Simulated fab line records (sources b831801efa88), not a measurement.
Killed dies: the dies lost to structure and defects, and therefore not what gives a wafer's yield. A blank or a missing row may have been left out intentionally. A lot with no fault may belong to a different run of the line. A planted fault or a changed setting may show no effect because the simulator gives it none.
2 desks, one fault :: flow gf180mcu :: what lay behind the numbers comes last; until then each desk has only its own

== THE METROLOGY DESK ==
What the gauges read for every lot (on any tool): the sampled wafers with a number, averaged. Marked OUT: a lot whose mean sits more than 4 standard deviations from the usual mean, which makes it out of limits; the brackets give that distance.
Columns: A = NSD_OVL at GF_NSD_OVL_MEAS_08, usual 1.2 nm
lot: L248
first seen here: day 13 04:37
A: 2.2

lot: L249
first seen here: day 13 22:52
A: 2.6

lot: L251
first seen here: day 14 05:23
A: 1.5

lot: L252
first seen here: day 14 21:13
A: -0.7

lot: L255
first seen here: day 15 19:28
A: 0.7

lot: L256
first seen here: day 16 02:46
A: 1.7

lot: L258
first seen here: day 16 19:44
A: 2.2

lot: L259
first seen here: day 17 04:40
A: 3.4

lot: L262
first seen here: day 18 03:51
A: 2.1

lot: L263
first seen here: day 18 10:19
A: 1.2

lot: L268
first seen here: day 20 03:29
A: -0.4

lot: L269
first seen here: day 20 13:00
A: -0.3

lot: L270
first seen here: day 20 21:04
A: 0.4

lot: L271
first seen here: day 21 05:26
A: 2.1
This desk found nothing out of limits on any of the 14 lots.

== FOR THE TOOL OWNER'S DESK: wetBench-03 ==
The tool's own readings at GF_SAB_WET_ETCH_12 (etches SiO2 in dHF, target depth 22 nm, time 440 s): means of the sampled wafers that have a number, for each lot that ran on this tool. Marked OUT: a lot whose mean sits more than 4 standard deviations from the usual mean, which makes it out of limits; the brackets give that distance.
Columns: A = runLengthS at GF_SAB_WET_ETCH_12, usual 468 s
lot: L249
first seen here: day 15 18:19
A: 465

lot: L256
first seen here: day 18 02:25
A: 466

lot: L258
first seen here: day 18 19:35
A: 465

lot: L259
first seen here: day 19 05:10
A: 472

lot: L262
first seen here: day 20 05:26
A: 472

lot: L268
first seen here: day 22 04:28
A: 350 (-37) OUT

lot: L269
first seen here: day 22 13:13
A: 350 (-37) OUT
This desk's finding: out of limits on L268, L269; first on L268, day 22 04:28 (runLengthS at GF_SAB_WET_ETCH_12). Within limits: L249, L256, L258, L259, L262.

== BROUGHT TOGETHER ==
At day 22 04:28, on L268, L269, the tool owner's desk was in a position to raise an alarm.
The metrology desk saw nothing out of limits.
The metrology desk has L268, L269 on record, within its limits.
On wetBench-03, each named lot ran GF_SAB_WET_ETCH_12.

== WHAT THE SIMULATOR HAD INSERTED ==
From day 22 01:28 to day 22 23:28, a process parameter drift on wetBench-03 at GF_SAB_WET_ETCH_12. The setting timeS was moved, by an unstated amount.
Shown lots that were struck: L268, L269.
Time in hours from fault onset to the first out-of-limits reading at each desk: the tool owner's desk, 3.
